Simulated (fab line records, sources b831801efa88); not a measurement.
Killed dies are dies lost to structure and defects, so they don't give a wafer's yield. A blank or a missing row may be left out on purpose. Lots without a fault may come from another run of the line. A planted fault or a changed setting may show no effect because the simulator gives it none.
Problem report in the 8D (eight disciplines) form, filled by code | flow gf180mcu | the parts of the form that need people (team, actions taken, sign-off) are left out

1. THE PROBLEM
cd_nm at GF_CONTACT_CD_MEAS_14 reads a mean of 243.0 nm on 9 wafers of 3 lots; wafers without a fault read 219.8 nm with a standard deviation of 1.4. That is +17 standard deviations from the usual mean.
The step: target cd 220 nm.
First seen on wafer L979.1, day 20 19:50, on cd_sem-02. The record holds 42 wafers of 14 lots with a number at this step. Rule for "out", or "out of limits": more than 4 standard deviations from the usual mean. The other wafers with a number count as sound.

2. WHAT IT IS AND WHAT IT IS NOT
question                    | is                     | is not
which readings at this step | cd_nm                  | -
which lots                  | L979, L980, L982       | L966, L967, L969, L971, L973, L974, L978, L984, L986, L988, L989
which wafers of those lots  | all that have a number | -
read on which gauges        | cd_sem-01, cd_sem-02   | -
when                        | from day 20 19:50      | up to then (21 sound wafers); but 12 sound wafers of L984, L986, L988, L989 came after

3. SUSPECTS, AND WHAT RULES EACH OUT
Counting: a tool at a process step up to the reading stays a suspect if it ran every lot that is out and no sound lot after the first of them.
- the gauge at GF_CONTACT_CD_MEAS_14: ruled out. The wafers that are out were read on 2 gauges (cd_sem-01, cd_sem-02).
- litho_track-03 at GF_CONTACT_SOFTBAKE_10 (time 60 s): kept. It ran every lot that is out, first L979 (day 20 07:00), and no sound lot after that; its last sound lot up to then is L978 (day 20 03:00). Its own readings are out on those wafers: heater_power_total_W, plate_temp_C.
Left after counting: litho_track-03 at GF_CONTACT_SOFTBAKE_10.

4. THE CAUSE (what the simulator had put in)
Process parameter drift: litho_track-03, from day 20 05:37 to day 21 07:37, at GF_CONTACT_SOFTBAKE_10. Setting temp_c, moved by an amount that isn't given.
Counting left only this tool.

5. THE CHAIN OF EFFECTS, in route order
Each row: a reading whose mean over the struck wafers that have a number lies more than 3 standard deviations from the usual. Only readings for which the record gives a usual standard deviation are gone through. hours: the time from each lot's start at the first step in this table that gives one to its start at this step, as a median over the lots. sigmas: the change in usual standard deviations.
hours | step                   | reading              | usual    | on struck wafers | change | sigmas
0     | GF_CONTACT_SOFTBAKE_10 | heater_power_total_W | 93.05 W  | 99.75            | +6.70  | +99 or more
0     | GF_CONTACT_SOFTBAKE_10 | plate_temp_C         | 130.01 C | 137.21           | +7.20  | +60
13    | GF_CONTACT_CD_MEAS_14  | cd_nm                | 219.8 nm | 243.0            | +23.2  | +17
The process steps in it:
- GF_CONTACT_SOFTBAKE_10: time 60 s.

6. WHAT WOULD HAVE CAUGHT IT SOONER
In this record the first reading out of limits at a measuring or inspecting step was taken at day 20 19:50, 14 hours after the fault began at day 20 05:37.
The tool's own readings at GF_CONTACT_SOFTBAKE_10 were out on every struck wafer that the step has a row for (heater_power_total_W, plate_temp_C): an alarm limit on them would have fired on the first of those.
Of the lots that are out (3), L982 began GF_CONTACT_SOFTBAKE_10 on litho_track-03 after day 20 19:50. A hold on the tool at that time would have spared it.
